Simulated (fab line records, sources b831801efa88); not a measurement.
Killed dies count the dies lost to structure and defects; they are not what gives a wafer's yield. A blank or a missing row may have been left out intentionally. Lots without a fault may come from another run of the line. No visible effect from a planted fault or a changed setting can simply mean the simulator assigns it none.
Chamber matching -- flow gf180mcu -- 3 sister chambers for GF_MIM_CVD_05 on pecvd-01
The step deposits Si3N4, target thk 42 nm, time 29.086 s. 16 wafers are shown with their chamber, then 8 later ones without.

== WAFERS, EACH WITH ITS CHAMBER ==
wafer,chamber,heater power w (W),heater power outer w (W)
L074.2,2,733,424
L074.3,0,864,477
L074.5,2,780,436
L076.1,2,620,344
L076.3,0,840,463
L076.4,2,635,341
L079.1,1,646,397
L079.4,1,671,403
L079.6,0,943,556
L086.1,1,740,460
L086.3,2,724,441
L086.4,2,750,437
L088.2,0,918,523
L088.5,1,666,423
L088.6,0,921,539
L089.3,1,610,383

SIGNATURES (averages over the wafers above)
reading,chamber 0,chamber 1,chamber 2,scatter within a chamber
heater power w,897.20,666.60,707.00,53.6
heater power outer w,511.60,413.20,403.83,40.6
Rule: for each reading, subtract the chamber's mean from the wafer's reading, divide by that reading's scatter and square the result; add these up over the readings and take the root, which gives the wafer's distance from the chamber. The wafer belongs to the nearest chamber; if the next one is less than 2 further off, it can't be placed. How the scatter is found: for the shown wafers, subtract from each reading the mean of its chamber, square and add these, divide the total by (wafers less chambers), then take the root.

== WAFERS WITHOUT THEIR CHAMBER ==
wafer,heater power w (W),heater power outer w (W)
L089.4,622,386
L089.6,711,411
L095.2,979,575
L095.4,971,558
L095.5,703,396
L097.3,703,405
L097.4,702,415
L097.5,684,429

== WHICH CHAMBER EACH ONE RAN IN ==
wafer,from the rows above,in truth
L089.4,can't be placed: 1 or 2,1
L089.6,can't be placed: 2 or 1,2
L095.2,0,0
L095.4,0,0
L095.5,can't be placed: 2 or 1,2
L097.3,can't be placed: 2 or 1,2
L097.4,can't be placed: 2 or 1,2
L097.5,can't be placed: 1 or 2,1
2 of 8 placed correctly. Cannot be placed on the basis of these rows: 6; the candidates contain the true chamber in 6. Wrongly placed: 0.
